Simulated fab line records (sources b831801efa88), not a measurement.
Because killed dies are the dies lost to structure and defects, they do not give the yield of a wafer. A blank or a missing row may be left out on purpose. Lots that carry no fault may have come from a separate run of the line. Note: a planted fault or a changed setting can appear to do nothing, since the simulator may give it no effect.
Chamber matching	flow gf180mcu	4 sister chambers for GF_V5_CMP_04 on cmp-01
The step polishes SiO2. 16 wafers are shown with their chamber, then 7 later ones without.

WAFERS WITH THEIR CHAMBER
wafer	chamber	motor current A (A)	platen rpm (rpm)
L650.1	0	11.0	60.00
L650.2	1	12.1	60.06
L650.5	0	11.1	59.98
L655.1	1	12.2	59.97
L655.5	2	11.6	60.02
L655.6	3	11.6	60.11
L657.1	0	11.3	60.01
L657.4	1	12.6	59.97
L657.6	1	12.5	59.96
L659.1	3	10.7	60.00
L659.3	2	11.6	60.00
L659.6	0	11.7	60.03
L663.2	2	12.0	60.04
L663.6	3	11.8	59.96
L667.1	3	11.8	59.95
L667.2	1	12.8	59.99

SIGNATURES (means of the wafers above)
reading	chamber 0	chamber 1	chamber 2	chamber 3	scatter within a chamber
motor current A	11.275	12.440	11.733	11.475	0.36
platen rpm	60.0050	59.9900	60.0200	60.0050	0.0455
Rule: for each reading, subtract the chamber's mean from the wafer's reading, divide by that reading's scatter and square the result; add these up over the readings and take the root, which gives the wafer's distance from the chamber. The wafer belongs to the nearest chamber; if the next one is less than 2 further off, it can't be placed. The scatter is the square root of a quotient: the sum, over the shown wafers, of each reading's squared deviation from its chamber's mean, divided by wafers minus chambers.

WAFERS WHOSE CHAMBER IS MISSING
wafer	motor current A (A)	platen rpm (rpm)
L667.6	11.6	60.01
L668.2	11.5	60.00
L668.5	11.6	60.03
L668.6	11.7	59.99
L672.1	13.1	60.03
L672.4	11.8	59.96
L672.6	11.6	59.98

CHAMBER TAKEN BY EACH
wafer	from the rows above	in truth
L667.6	can't be placed: 3 or 2 or 0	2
L668.2	can't be placed: 3 or 0 or 2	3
L668.5	can't be placed: 2 or 3 or 0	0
L668.6	can't be placed: 2 or 3 or 0 or 1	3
L672.1	can't be placed: 1 or 2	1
L672.4	can't be placed: 2 or 3 or 0 or 1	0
L672.6	can't be placed: 3 or 2 or 0 or 1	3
Correctly placed: 0 of 7. Cannot be placed on the basis of these rows: 7; the candidates contain the true chamber in 7. Wrongly placed: 0.
